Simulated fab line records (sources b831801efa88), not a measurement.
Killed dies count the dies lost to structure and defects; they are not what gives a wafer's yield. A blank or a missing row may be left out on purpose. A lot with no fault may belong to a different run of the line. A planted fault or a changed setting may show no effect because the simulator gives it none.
2 desks looking at one fault ; flow sky130 ; what lay behind the numbers comes last; until then each desk has only its own

## METROLOGY DESK
What the gauges read, lot by lot, whatever tool the lot ran on: means of the sampled wafers that have a number. Marked OUT: a lot whose mean sits more than 4 standard deviations from the usual mean, which makes it out of limits; the brackets give that distance.
Columns: A = LDD_N_OVL at SKY_LDD_N_OVL_MEAS_07, usual -0.4 nm
lot;first seen here;A
L995;day 18 17:03;-0.7
L100;day 20 20:19;0.8
L102;day 21 06:00;-1.2
L104;day 21 22:00;1.0
L107;day 23 03:15;-1.1
L110;day 24 03:33;-1.4
This desk's finding: nothing out of limits on any of the 6 lots.

## TOOL OWNER'S DESK, implanter-03
The tool's own readings at SKY_LDD_N_IMPLANT_12: means of the sampled wafers that have a number, for each lot that ran on this tool. Marked OUT: a lot whose mean sits more than 4 standard deviations from the usual mean, which makes it out of limits; the brackets give that distance.
Columns: A = beamOnS at SKY_LDD_N_IMPLANT_12, usual 10.03 s; B = doseIonsCm2 at SKY_LDD_N_IMPLANT_12, usual 4.999e+12; C = rotationDeg at SKY_LDD_N_IMPLANT_12, usual 0.001 degrees
lot;first seen here;A;B;C
L995;day 18 17:44;10.10;4.994e+12;-0.001
L102;day 21 06:38;10.02;4.998e+12;63.374 (+99 or more) OUT
L104;day 21 22:39;10.13;5.003e+12;63.397 (+99 or more) OUT
L110;day 24 04:12;10.02;4.997e+12;-0.015
This desk's verdict: out of limits on L102, L104, starting with L102 at day 21 06:38 (rotationDeg at SKY_LDD_N_IMPLANT_12). L995, L110: within limits.

## ALL TOGETHER
At day 21 06:38, on L102, L104, the tool owner's desk was in a position to raise an alarm.
The metrology desk saw nothing out of limits.
The metrology desk holds a record of L102, L104, inside its limits.
SKY_LDD_N_IMPLANT_12 was run on implanter-03 by each of the lots named.

## WHAT HAD BEEN PUT IN BY THE SIMULATOR
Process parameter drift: implanter-03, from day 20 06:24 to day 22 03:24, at SKY_LDD_N_IMPLANT_12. Setting rotationDeg, moved by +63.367, from 0. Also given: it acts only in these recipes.
Lots struck among those shown: L102, L104.
Hours from the fault's start to each desk's first reading out of limits: the tool owner's desk, 24.
